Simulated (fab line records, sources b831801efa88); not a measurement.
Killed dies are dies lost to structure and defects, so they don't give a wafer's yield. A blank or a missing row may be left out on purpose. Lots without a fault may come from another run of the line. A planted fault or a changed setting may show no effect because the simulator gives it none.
A struck lot beside a sound one | flow gf180mcu | 14 steps out of a route of 602
Sound: wafers L177.1, L177.2, L177.6. Struck: wafers L187.1, L187.3, L187.4. The cause comes at the end.
At each step with rows: each side's tool, then ch and its chambers, then its first start. Under that, the readings that differ: sound wafers | struck wafers | difference of the means | sigmas: that difference in standard deviations of wafers without a fault.
alike: readings whose means differ by less than 2 such deviations, and words and numbers that are the same on both sides. not compared: withheld readings, readings that some wafer has no value for, bounds like >300 that may hide the same value, and numbers for which the record gives no deviation and whose values overlap.
The two part at a step that has a row with sigmas, a row that says differs or no value, or rows on one side only. Numbers that don't overlap but have no deviation are shown without sigmas and don't part them. A reading that every wafer of one side lacks parts them only if that side has two wafers or more.

first, 3 steps without rows for these wafers: GF_LVPWELL_EXPOSE_04 (exposes mask LVPWELL, target cd 600 nm); GF_LVPWELL_PEB_05; GF_LVPWELL_DEVELOP_06 (develop time 60 s).
GF_LVPWELL_OVL_MEAS_07:
  sound on overlay-02, day 5 11:04; struck on overlay-01, day 8 00:19
  alike: LVPWELL_OVL
then, 2 steps without rows for these wafers: GF_LVPWELL_IMPLANT_08; GF_LVPWELL_IMPLANT_09.
GF_LVPWELL_STRIP_10: strips in O2/N2.
  sound on plasma_asher-03 ch 0,1, day 5 11:23; struck on plasma_asher-03 ch 0,1, day 8 00:39
  alike: drypump_motor_current_A, heater_power_w, oes_product_au, strip_time_to_endpoint_s
  not compared: rf_hours_counter_h
GF_LVPWELL_TW_MEAS_11:
  sound on film_metro-03, day 5 11:29; struck on film_metro-03, day 8 00:45
  alike: LVPWELL_TW
then, 4 steps without rows for these wafers: GF_MVSD_DEHYDRATE_00 (time 60 s); GF_MVSD_HMDS_01 (prime time 60 s); GF_MVSD_COAT_02 (resist thk 3000 nm); GF_MVSD_SOFTBAKE_03.
GF_MVSD_EXPOSE_04: exposes mask MVSD, target cd 1000 nm.
  sound on iline_stepper-02 ch 0, day 5 19:01; struck on iline_stepper-02, day 8 08:42
  no value came back on the struck wafers for exposure_dose_mJ_cm2, focus_offset_nm (nm); on the sound wafers exposure_dose_mJ_cm2 reads 259.63 259.97 259.81
  alike: mask
then, 1 step without rows for these wafers: GF_MVSD_PEB_05.

WHERE THEY PART
Only at GF_MVSD_EXPOSE_04, within this record.

WHY: what the simulator had put in
Skipped step whole: iline_stepper-02, from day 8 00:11 on, at GF_MVSD_EXPOSE_04. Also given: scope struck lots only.
